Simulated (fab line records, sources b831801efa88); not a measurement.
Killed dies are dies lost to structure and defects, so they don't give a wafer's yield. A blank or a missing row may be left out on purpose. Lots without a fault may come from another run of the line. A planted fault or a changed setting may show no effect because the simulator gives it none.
Problem report in the 8D (eight disciplines) form, filled by code | flow sky130 | the parts of the form that need people (team, actions taken, sign-off) are left out

1. THE PROBLEM
plate_temp_C at SKY_CONTACT_SOFTBAKE_10 reads a mean of 103.27 C on 6 wafers of 2 lots; wafers without a fault read 99.98 C with a standard deviation of 0.14. That is +23 standard deviations from the usual mean.
The step: time 90 s.
First seen on wafer L609.2, day 33 06:00, on litho_track-04. The record holds 36 wafers of 12 lots with a number at this step. Rule for "out", or "out of limits": more than 4 standard deviations from the usual mean. The other wafers with a number count as sound.

2. WHAT IT IS AND WHAT IT IS NOT
question                    | is                                 | is not
which readings at this step | plate_temp_C, heater_power_total_W | -
which lots                  | L609, L611                         | L603, L604, L605, L616, L617, L618, L621, L622, L624, L626
which wafers of those lots  | all that have a number             | -
read on which tools         | litho_track-04                     | litho_track-01, litho_track-03
when                        | from day 33 06:00                  | up to then (9 sound wafers); but 21 sound wafers of L616, L617, L618, L621, L622, L624, L626 came after

3. SUSPECTS, AND WHAT RULES EACH OUT
Counting: a tool at a process step up to the reading stays a suspect if it ran every lot that is out and no sound lot after the first of them.
- rie_diel-03 at SKY_POLY_GATE_ETCH_15 (etches BARC in N2/H2, stops on SiO2, time 118.5 s, target depth 110 nm): ruled out as a lasting fault. Sound lots L616 ran on it after its first lot that is out, L609 (day 18 19:04).
- litho_track-04 at SKY_CONTACT_SOFTBAKE_10 (time 90 s): ruled out as a lasting fault. Sound lots L622, L624, L626 ran on it after its first lot that is out, L609 (day 33 06:00).
Left after counting: nothing in the record.

4. THE CAUSE (what the simulator had put in)
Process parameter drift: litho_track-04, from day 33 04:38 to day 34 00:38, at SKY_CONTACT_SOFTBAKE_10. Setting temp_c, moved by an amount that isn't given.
Counting ruled it out, wrongly.

5. THE CHAIN OF EFFECTS, in route order
Each row: a reading whose mean over the struck wafers that have a number lies more than 3 standard deviations from the usual. Only readings for which the record gives a usual standard deviation are gone through. hours: the time from each lot's start at the first step in this table that gives one to its start at this step, as a median over the lots. sigmas: the change in usual standard deviations.
hours | step                    | reading              | usual   | on struck wafers | change | sigmas
0     | SKY_CONTACT_SOFTBAKE_10 | heater_power_total_W | 57.37 W | 59.92            | +2.55  | +21
0     | SKY_CONTACT_SOFTBAKE_10 | plate_temp_C         | 99.98 C | 103.27           | +3.29  | +23
The process steps in it:
- SKY_CONTACT_SOFTBAKE_10: time 90 s.

6. WHAT WOULD HAVE CAUGHT IT SOONER
In this record the first reading out of limits was taken at day 33 06:00, 1 hour after the fault began at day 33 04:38.
